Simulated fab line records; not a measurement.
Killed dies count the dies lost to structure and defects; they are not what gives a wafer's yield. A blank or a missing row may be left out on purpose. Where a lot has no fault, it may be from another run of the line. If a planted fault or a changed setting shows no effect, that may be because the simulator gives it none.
Code-filled problem report in 8D (eight disciplines) form + flow sky130 + the parts of the form that need people (team, actions taken, sign-off) are left out

## 1. THE ISSUE
At SKY_FIELD_ISO_WET_ETCH_28, run_length_s averages 110 s over 6 wafers from 2 lots, while fault-free wafers read 76 s, standard deviation 3.3. That is +10 standard deviations from the usual mean.
The step: etches SiO2 in dHF, target depth 23.7 nm, time 47 s.
First observed at day 6 17:23: wafer L597.2, on wet_bench-04. At this step, 42 wafers from 14 lots have a number in the record. The rule behind "out" and "out of limits": a value lying over 4 standard deviations away from the usual mean. The rest of the wafers with a number are treated as sound.

## 2. WHAT IT IS; WHAT IT IS NOT
| question                    | is                     | is not                                                                 |
|-----------------------------|------------------------|------------------------------------------------------------------------|
| which readings at this step | run_length_s           | -                                                                      |
| which lots                  | L597, L598             | L577, L579, L580, L581, L582, L583, L584, L586, L587, L590, L595, L596 |
| which wafers of those lots  | all that have a number | -                                                                      |
| read on which tools         | wet_bench-04           | wet_bench-01, wet_bench-02                                             |
| when                        | from day 6 17:23       | up to then (36 sound wafers)                                           |

## 3. SUSPECTS, AND WHAT RULES EACH OUT
Counting: any tool at a process step up to the reading is kept as a suspect provided that every lot that is out went through it and no sound lot did after the first of them.
- wet_bench-04 at SKY_FIELD_ISO_WET_ETCH_28 (etches SiO2 in dHF, target depth 23.7 nm, time 47 s): kept. It ran every lot that is out, first L597 (day 6 17:23), and no sound lot after that; its last sound lot up to then is L581 (day 4 01:37). Out on those wafers are its own readings of run_length_s.
Remaining after the count: wet_bench-04 at SKY_FIELD_ISO_WET_ETCH_28.

## 4. THE CAUSE (what the simulator had put in)
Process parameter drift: wet_bench-04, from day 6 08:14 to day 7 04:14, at SKY_FIELD_ISO_WET_ETCH_28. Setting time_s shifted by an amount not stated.
Only this tool survived the counting.

## 5. THE CHAIN OF EFFECTS, in route order
Each row: a reading whose mean over the struck wafers that have a number lies more than 3 standard deviations from the usual. Only readings for which the record gives a usual standard deviation are gone through. hours: the time from each lot's start at the first step in this table that gives one to its start at this step, as a median over the lots. sigmas: the change in usual standard deviations.
| hours | step                      | reading      | usual | on struck wafers | change | sigmas |
|-------|---------------------------|--------------|-------|------------------|--------|--------|
| 0     | SKY_FIELD_ISO_WET_ETCH_28 | run_length_s | 76 s  | 110              | +34    | +10    |
It contains these process steps:
- SKY_FIELD_ISO_WET_ETCH_28: etches SiO2 in dHF, target depth 23.7 nm, time 47 s.

## 6. HOW IT WOULD HAVE BEEN CAUGHT EARLIER
First out-of-limits reading in this record: day 6 17:23, which is 9 hours after fault onset at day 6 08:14.
